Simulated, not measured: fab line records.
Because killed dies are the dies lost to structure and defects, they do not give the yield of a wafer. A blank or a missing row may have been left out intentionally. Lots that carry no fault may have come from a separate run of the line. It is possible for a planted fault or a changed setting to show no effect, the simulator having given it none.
Shared-tool check ; flow gf180mcu ; 12 lots and 36 wafers in the sample

THE REASON FOR OPENING IT
GF_STI_THK_MEAS_30, reading STI_OXIDATION_02_THK: flagged on 2 of 12 lots. Wafers without a fault read 10.10 nm, standard deviation 0.19.
Rule: a lot is flagged in two cases, either no wafer of it has a number, or all its wafers with numbers fall more than 4 standard deviations from that mean. The other lots count as sound.

lot;measured;on;STI_OXIDATION_02_THK (nm), wafer by wafer;flag
L354;day 2 05:58;film-metro-02;10.10 10.17 10.13;
L355;day 2 11:53;film-metro-02;10.19 10.27 10.41;
L356;day 2 18:55;film-metro-02;10.03 10.17 10.06;
L357;day 2 23:22;film-metro-03;10.40 10.32 10.24;
L367;day 5 00:16;film-metro-04;14.69 14.73 14.66;FLAGGED
L370;day 5 16:19;film-metro-04;14.43 14.53 14.42;FLAGGED
L371;day 5 21:36;film-metro-04;10.15 10.05 10.08;
L372;day 6 03:35;film-metro-03;9.94 9.81 9.81;
L373;day 6 08:33;film-metro-04;10.00 10.03 9.75;
L375;day 6 18:22;film-metro-04;10.11 10.04 10.14;
L376;day 7 00:25;film-metro-02;10.12 10.05 9.89;
L377;day 7 04:22;film-metro-04;10.04 9.94 10.06;
Average over the flagged lots: 14.58 nm; offset from the usual +4.48 nm, equal to +24 standard deviations.

WHICH TOOL EACH LOT WENT THROUGH
The record keeps 1 process step preceding the reading, out of 602 steps on the route. Each cell gives the tool, then ch followed by the chambers the sampled wafers passed through, then the start.
lot;flag;GF_STI_OXIDATION_29
L354;;furnace-01 ch 0, day 2 04:32
L355;;furnace-02 ch 0, day 2 10:30
L356;;furnace-01 ch 0, day 2 17:31
L357;;furnace-02 ch 0, day 2 21:58
L367;FLAGGED;furnace-02 ch 0, day 4 22:51
L370;FLAGGED;furnace-02 ch 0, day 5 14:56
L371;;furnace-01 ch 0, day 5 20:12
L372;;furnace-01 ch 0, day 6 02:11
L373;;furnace-01 ch 0, day 6 07:08
L375;;furnace-01 ch 0, day 6 16:58
L376;;furnace-01 ch 0, day 6 23:01
L377;;furnace-01 ch 0, day 7 02:58
What is done by these steps:
- GF_STI_OXIDATION_29: stabilise 600 s, purge 300 s, target thk 10 nm.
- GF_STI_THK_MEAS_30

FLAGGED OVER TOTAL, TOOL BY TOOL (the gauges that took the reading come last)
step;tool;lots run;flagged;share of the flagged lots;sound lots run after its first flagged lot
GF_STI_OXIDATION_29;furnace-01;8;0;none;-
GF_STI_OXIDATION_29;furnace-02;4;2;all;0
GF_STI_THK_MEAS_30;film-metro-02;4;0;none;-
GF_STI_THK_MEAS_30;film-metro-03;2;0;none;-
GF_STI_THK_MEAS_30;film-metro-04;6;2;all;4 (L371,L373,L375,L377)

WHAT THE TABLE PERMITS
Every flagged lot went through 2 rows of the table: furnace-02 at GF_STI_OXIDATION_29 and film-metro-04 at GF_STI_THK_MEAS_30.
- furnace-02 at GF_STI_OXIDATION_29 ran 4 lots, 2 of them flagged. Its last sound lot is L357 (day 2 21:58), its first flagged lot L367 (day 4 22:51): a fault that began between those two fits. Its own readings (spike-tc-bottom-C, spike-tc-centre-C, spike-tc-lower-C, spike-tc-top-C, spike-tc-upper-C, zone-power-upper-pct) fall more than 4 standard deviations out on all wafers of the flagged lots.
- film-metro-04 at GF_STI_THK_MEAS_30 ran 6 lots, 2 of them flagged. Sound lots ran on it after the first flagged one (L371, L373, L375, L377), which a lasting fault on the whole tool wouldn't allow.
One tool is left: furnace-02 at GF_STI_OXIDATION_29.

WHAT WAS PUT IN BY THE SIMULATOR
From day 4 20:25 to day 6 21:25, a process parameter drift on furnace-02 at GF_STI_OXIDATION_29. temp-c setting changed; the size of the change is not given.
Struck lots among those shown: L367, L370. The rule above found the same.
